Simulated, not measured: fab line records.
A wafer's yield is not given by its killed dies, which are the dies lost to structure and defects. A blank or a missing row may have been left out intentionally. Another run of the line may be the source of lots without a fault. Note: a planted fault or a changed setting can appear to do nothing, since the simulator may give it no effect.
Which tool did it?    flow gf180mcu    14 lots, 42 wafers sampled, at 4 steps of a route of 602

== WHAT THE GAUGES SHOWED, per wafer ==
GF_DNWELL_TW_MEAS_09. Usual: DNWELL_TW 1370, standard deviation 20.
lot   measured     on             DNWELL_TW       flag
L657  day 2 21:25  film-metro-01  1345 1343 1350  
L658  day 3 01:24  film-metro-02  1338 1345 1338  
L659  day 3 10:12  film-metro-03  1386 1383 1391  
L662  day 3 20:41  film-metro-03  1390 1383 1394  
L664  day 4 10:46  film-metro-03  1393 1394 1398  
L665  day 4 16:01  film-metro-02  1353 1347 1355  
L667  day 4 23:49  film-metro-03  1374 1382 1378  
L670  day 5 14:18  film-metro-03  1390 1390 1388  
L674  day 6 13:07  film-metro-03  1402 1390 1394  
L676  day 7 00:09  film-metro-01  1362 1361 1360  
L677  day 7 03:40  film-metro-01  1360 1359 1353  
L678  day 7 12:49  film-metro-02  1348 1351 1355  
L679  day 7 17:59  film-metro-02  1349 1348 1349  
L680  day 7 21:42  film-metro-01  1355 1364 1363  

GF_VT_IMPLANT_TW_MEAS_10. Usual: VT_IMPLANT_TW 564, standard deviation 8.6.
lot   measured      on             VT_IMPLANT_TW  flag
L657  day 5 18:09   film-metro-04  555 551 557    
L658  day 5 21:11   film-metro-03  583 579 580    
L659  day 6 09:53   film-metro-01  571 572 570    
L662  day 6 21:23   film-metro-04  563 564 563    
L664  day 7 14:28   film-metro-03  581 580 581    
L665  day 7 17:56   film-metro-01  567 568 566    
L667  day 8 06:10   film-metro-04  556 555 555    
L670  day 8 23:09   film-metro-03  577 574 580    
L674  day 10 01:54  film-metro-01  561 563 562    
L676  day 10 11:50  film-metro-01  566 565 564    
L677  day 10 16:21  film-metro-01  566 564 563    
L678  day 11 03:46  film-metro-04  549 552 553    
L679  day 11 09:40  film-metro-01  564 565 560    
L680  day 11 12:47  film-metro-01  561 567 563    

== TOOL THAT RAN EACH LOT (tool first, then ch and the chambers of the sampled wafers, then the start) ==
lot   GF_MVSD_STRIP_10                     GF_MVPSD_DEVELOP_06
L657  plasma-asher-03 ch 0,1, day 4 12:35  litho-track-01 ch 0, day 5 02:00
L658  plasma-asher-03 ch 0, day 4 17:02    litho-track-02 ch 0, day 5 06:00
L659  plasma-asher-02 ch 0,1, day 5 03:32  litho-track-02 ch 0, day 5 17:00
L662  plasma-asher-03 ch 0,1, day 5 14:49  litho-track-03 ch 0, day 6 05:00
L664  plasma-asher-01 ch 0,1, day 6 06:08  litho-track-02 ch 0, day 6 21:00
L665  plasma-asher-01 ch 0,1, day 6 10:35  litho-track-02 ch 0, day 7 01:00
L667  plasma-asher-01 ch 0,1, day 6 21:35  litho-track-01 ch 0, day 7 13:00
L670  plasma-asher-01 ch 0,1, day 7 14:11  litho-track-03 ch 0, day 8 06:00
L674  plasma-asher-03 ch 0,1, day 8 14:50  litho-track-03 ch 0, day 9 07:00
L676  plasma-asher-01 ch 0,1, day 9 00:47  litho-track-03 ch 0, day 9 18:00
L677  plasma-asher-03 ch 1, day 9 06:11    litho-track-01 ch 0, day 9 22:00
L678  plasma-asher-01 ch 0,1, day 9 15:05  litho-track-03 ch 0, day 10 08:00
L679  plasma-asher-03 ch 0,1, day 9 21:16  litho-track-02 ch 0, day 10 14:00
L680  plasma-asher-03 ch 0,1, day 9 23:38  litho-track-03 ch 0, day 10 17:00
- GF_MVSD_STRIP_10: strips in O2/N2.
- GF_MVPSD_DEVELOP_06: develop time 60 s.

== AS READ BY THE TOOLS THEMSELVES (means over the sampled wafers that have a number; for cases with no such wafer, the mark the record gives instead) ==
GF_MVSD_STRIP_10. Usual: chamber-pressure-mTorr 1500.0 mTorr, standard deviation 1.3; drypump-motor-current-A 5.6 A, standard deviation 0.46; heater-power-w 301 W, standard deviation 30; oes-product-au 0.723 a.u., standard deviation 0.005; strip-time-to-endpoint-s 36.99 s, standard deviation 0.089.
lot   tool             chamber-pressure-mTorr (mTorr)  drypump-motor-current-A (A)  heater-power-w (W)  oes-product-au (a.u.)  strip-time-to-endpoint-s (s)  flag
L657  plasma-asher-03  1499.6                          5.4                          301                 0.720                  37.03                         
L658  plasma-asher-03  1499.3                          5.9                          311                 0.722                  37.03                         
L659  plasma-asher-02  1499.9                          6.0                          320                 0.726                  37.17                         
L662  plasma-asher-03  1499.6                          5.6                          305                 0.722                  36.94                         
L664  plasma-asher-01  1499.2                          5.5                          304                 0.725                  37.01                         
L665  plasma-asher-01  1499.1                          5.5                          307                 0.726                  37.07                         
L667  plasma-asher-01  1500.9                          5.8                          276                 0.722                  36.92                         
L670  plasma-asher-01  1500.8                          5.5                          307                 0.724                  36.88                         
L674  plasma-asher-03  1499.2                          5.4                          300                 0.716                  37.02                         
L676  plasma-asher-01  1501.2                          5.8                          277                 0.723                  36.92                         
L677  plasma-asher-03  1499.4                          5.1                          295                 0.727                  37.04                         
L678  plasma-asher-01  1500.7                          5.5                          304                 0.721                  37.04                         
L679  plasma-asher-03  1500.1                          5.6                          306                 0.730                  37.03                         
L680  plasma-asher-03  1500.9                          5.6                          301                 0.727                  36.98                         

GF_MVPSD_DEVELOP_06. Usual: developer-temp-C at 23.01 C, with a standard deviation of 0.11.
lot   tool            developer-temp-C (C)  flag
L657  litho-track-01  23.06                 
L658  litho-track-02  23.09                 
L659  litho-track-02  22.95                 
L662  litho-track-03  23.13                 
L664  litho-track-02  23.92                 OFF
L665  litho-track-02  23.93                 OFF
L667  litho-track-01  22.98                 
L670  litho-track-03  23.08                 
L674  litho-track-03  22.99                 
L676  litho-track-03  22.96                 
L677  litho-track-01  23.07                 
L678  litho-track-03  22.98                 
L679  litho-track-02  23.01                 
L680  litho-track-03  22.83                 

== THE ANSWER, worked out from the rows above alone ==
Rule: take the mean of a lot's wafers that have a number; if it is more than 3 standard deviations from the usual mean, the lot is off. A lot without any number at a reading at which 4 lots or more have one is off too. Any other lot the step has rows for is counted as sound. The gauges are gone through in route order, then the tools' own readings, and for those a lot's mean is taken as printed above. The first step at which some lot is off is used, and at that step the reading that is off furthest; a lot without a number counts as furthest.
Off, at GF_MVPSD_DEVELOP_06 on developer-temp-C: L664, L665.
If a tool, at that step or one of the process steps before it, ran each lot that is off and ran no sound lot following the first of them, it fits. None of those tried fits.

== WHAT THE SIMULATOR HAD INSERTED ==
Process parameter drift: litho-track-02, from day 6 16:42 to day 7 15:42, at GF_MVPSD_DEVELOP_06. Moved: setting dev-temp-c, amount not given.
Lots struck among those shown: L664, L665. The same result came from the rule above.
